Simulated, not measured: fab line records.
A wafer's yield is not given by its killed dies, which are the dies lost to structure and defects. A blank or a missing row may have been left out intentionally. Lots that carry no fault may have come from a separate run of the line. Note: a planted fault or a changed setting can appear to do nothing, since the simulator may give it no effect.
Which tool is to blame? ; flow sky130 ; 12 lots with 36 wafers sampled at 5 steps, on a route of 708 steps

== WHAT EACH GAUGE READ, for each wafer ==
SKY_SONOS_TUNNEL_OVL_MEAS_08. Usual: for SONOS_TUNNEL_OVL the level is 0.2 nm and the standard deviation is 1.6.
lot;measured;on;SONOS_TUNNEL_OVL (nm);flag
L308;day 11 01:53;overlay-01;1.4 0.2 -2.7;
L310;day 11 22:32;overlay-01;0.0 0.6 -0.2;
L311;day 12 00:26;overlay-01;2.1 2.4 1.5;
L312;day 12 10:03;overlay-02;-1.6 -2.1 -1.3;
L315;day 13 12:02;overlay-02;-1.5 -3.3 -3.0;
L319;day 14 20:43;overlay-01;0.1 0.3 0.6;
L321;day 15 09:34;overlay-02;1.7 -1.9 -0.6;
L322;day 16 02:55;overlay-01;3.5 2.2 2.8;
L324;day 16 14:49;overlay-02;-1.1 -2.0 0.6;
L326;day 16 23:50;overlay-02;1.1 -0.5 -1.1;
L330;day 18 08:49;overlay-01;-2.6 -0.1 -0.8;
L331;day 18 21:17;overlay-01;1.1 1.1 -0.8;

SKY_POLY_GATE_THK_MEAS_04. Usual: for POLY_GATE_CVD_03_THK the level is 74.7 nm and the standard deviation is 0.76.
lot;measured;on;POLY_GATE_CVD_03_THK (nm);flag
L308;day 14 22:51;filmMetro-01;76.4 75.9 76.3;
L310;day 15 17:25;filmMetro-01;75.6 75.1 74.9;
L311;day 15 16:04;filmMetro-04;74.8 75.1 75.0;
L312;day 16 06:44;filmMetro-02;75.0 75.3 75.5;
L315;day 17 21:55;filmMetro-02;74.9 74.8 74.6;
L319;day 18 23:35;filmMetro-01;74.6 75.2 75.0;
L321;day 19 17:57;filmMetro-01;74.0 74.2 74.0;
L322;day 20 20:43;filmMetro-02;75.3 75.3 75.3;
L324;day 21 03:20;filmMetro-04;74.6 74.2 74.3;
L326;day 21 10:23;filmMetro-04;75.0 74.9 74.9;
L330;day 22 20:52;filmMetro-04;75.6 75.5 75.9;
L331;day 23 07:59;filmMetro-01;75.0 74.9 75.0;

SKY_LDD_LDN_TW_MEAS_13. Usual: for LDD_LDN_TW the level is 1486 and the standard deviation is 14.
lot;measured;on;LDD_LDN_TW;flag
L308;day 22 12:50;filmMetro-02;1493 1501 1500;
L310;day 23 09:28;filmMetro-03;1459 1469 1460;
L311;day 23 09:02;filmMetro-02;1479 1491 1490;
L312;day 24 01:36;filmMetro-02;1490 1500 1495;
L315;day 25 16:03;filmMetro-02;1487 1492 1484;
L319;day 26 16:18;filmMetro-03;1472 1470 1478;
L321;day 27 08:14;filmMetro-04;1554 1555 1548;OFF
L322;day 28 08:44;filmMetro-03;1528 1536 1539;OFF
L324;day 28 14:40;filmMetro-04;1490 1492 1502;
L326;day 28 21:33;filmMetro-04;1490 1486 1493;
L330;day 30 04:44;filmMetro-03;1475 1475 1480;
L331;day 30 14:46;filmMetro-03;1483 1474 1478;

== WHAT TOOL EACH LOT RAN ON (gives the tool, then ch and the chambers of the sampled wafers, and finally the start) ==
lot;SKY_POLY_GATE_ETCH_16;SKY_LDD_LDN_IMPLANT_10
L308;rieDiel-01 ch 0,1, day 16 02:26;implanter-04 ch 0, day 22 12:27
L310;rieDiel-04 ch 0,2, day 16 20:50;implanter-03 ch 0, day 23 09:04
L311;rieDiel-01 ch 0,2,3, day 16 19:41;implanter-01 ch 0, day 23 08:38
L312;rieDiel-01 ch 0,3, day 17 11:33;implanter-04 ch 0, day 24 01:15
L315;rieDiel-01 ch 1,3, day 19 04:32;implanter-01 ch 0, day 25 15:39
L319;rieDiel-04 ch 0,2, day 20 06:59;implanter-01 ch 0, day 26 15:54
L321;rieDiel-01 ch 0,3, day 21 01:32;implanter-04 ch 0, day 27 07:51
L322;rieDiel-01 ch 0,1,3, day 22 03:51;implanter-04 ch 0, day 28 08:21
L324;rieDiel-01 ch 0,1,3, day 22 09:38;implanter-01 ch 0, day 28 14:16
L326;rieDiel-03 ch 1,2, day 22 17:53;implanter-03 ch 0, day 28 21:09
L330;rieDiel-01 ch 2,3, day 24 02:56;implanter-03 ch 0, day 30 04:21
L331;rieDiel-04 ch 0,1,3, day 24 13:47;implanter-03 ch 0, day 30 14:22
- SKY_POLY_GATE_ETCH_16: etches Si3N4 in CH3F/O2, stops on poly-Si, time 147.5 s, target depth 75 nm.
- SKY_LDD_LDN_IMPLANT_10

== AS READ BY THE TOOLS THEMSELVES (means over the sampled wafers that have a number; for cases with no such wafer, the mark the record gives instead) ==
SKY_POLY_GATE_ETCH_16. Usual: O2_flow_sccm 30.01 sccm, standard deviation 0.1; chamberPressureMTorr 25.000 mTorr, standard deviation 0.027; drypumpMotorCurrentA 5.8 A, standard deviation 0.42; oesProductAu 0.639 a.u., standard deviation 0.0056; throttleValvePct 10.535 %, standard deviation 0.0096.
lot;tool;O2_flow_sccm (sccm);chamberPressureMTorr (mTorr);drypumpMotorCurrentA (A);oesProductAu (a.u.);throttleValvePct (%);flag
L308;rieDiel-01;29.98;25.006;5.9;0.641;10.536;
L310;rieDiel-04;29.94;25.034;5.8;0.638;10.539;
L311;rieDiel-01;30.08;25.022;5.9;0.638;10.533;
L312;rieDiel-01;29.97;25.014;6.3;0.646;10.525;
L315;rieDiel-01;30.14;25.029;6.4;0.641;10.537;
L319;rieDiel-04;30.08;25.009;5.7;0.637;10.535;
L321;rieDiel-01;30.09;24.976;6.0;0.635;10.539;
L322;rieDiel-01;29.97;24.983;6.2;0.643;10.537;
L324;rieDiel-01;30.06;24.951;6.1;0.641;10.532;
L326;rieDiel-03;30.01;24.989;5.4;0.639;10.540;
L330;rieDiel-01;29.95;24.999;6.2;0.646;10.537;
L331;rieDiel-04;29.95;25.023;5.4;0.639;10.532;

SKY_LDD_LDN_IMPLANT_10. Usual: beamEnergyKeV 15.001, standard deviation 0.0051; doseIonsCm2 1.2499e+13, standard deviation 1.4e+10; faradayCurrentUA 70.3, standard deviation 1.5.
lot;tool;beamEnergyKeV;doseIonsCm2;faradayCurrentUA;flag
L308;implanter-04;14.995;1.2495e+13;71.3;
L310;implanter-03;14.998;1.2503e+13;69.2;
L311;implanter-01;14.999;1.2503e+13;70.7;
L312;implanter-04;15.002;1.2509e+13;69.8;
L315;implanter-01;14.994;1.2493e+13;69.5;
L319;implanter-01;15.002;1.2505e+13;69.2;
L321;implanter-04;14.996;1.8956e+13;105.1;OFF
L322;implanter-04;15.007;1.8978e+13;103.2;OFF
L324;implanter-01;15.010;1.2502e+13;70.9;
L326;implanter-03;15.004;1.2507e+13;71.2;
L330;implanter-03;15.004;1.2501e+13;68.2;
L331;implanter-03;15.005;1.2515e+13;70.2;

== THE ANSWER, worked out from the rows above alone ==
Rule: lot off if the mean of its wafers having a number is beyond 3 standard deviations from the usual mean. A lot without any number at a reading at which 4 lots or more have one is off too. Any other lot the step has rows for is counted as sound. Order of review: gauges by route order, followed by the tools' own readings, for which a lot's mean as printed above is used. At the first step where some lot is off, the reading lying furthest off is the one used; lots without a number count as furthest.
Off: at SKY_LDD_LDN_TW_MEAS_13 (LDD_LDN_TW), L321, L322.
A tool fits if, at a process step before that reading, it ran every lot that is off, and no sound lot after the first of them. Not tried: the gauges at SKY_LDD_LDN_TW_MEAS_13; whatever is off there is also off at SKY_LDD_LDN_IMPLANT_10, on other tools, and gauge error can't account for it. One candidate fits, namely implanter-04 at SKY_LDD_LDN_IMPLANT_10. Its last sound lot is L312 (day 24 01:15), its first lot that is off L321 (day 27 07:51): a fault that began between those two fits.
The tool's own readings at SKY_LDD_LDN_IMPLANT_10 bear it out: on the lots that are off they differ by more than 5 times the standard deviation of the sound lots' means. doseIonsCm2 reads 1.8967e+13 there against 1.2503e+13 on the sound lots; faradayCurrentUA reads 104.2 there against 70.0 on the sound lots.

== WHAT HAD BEEN PUT IN BY THE SIMULATOR ==
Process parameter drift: implanter-04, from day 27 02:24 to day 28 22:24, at SKY_LDD_LDN_IMPLANT_10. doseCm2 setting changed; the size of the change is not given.
Lots struck among those shown: L321, L322. Same finding as the rule above.
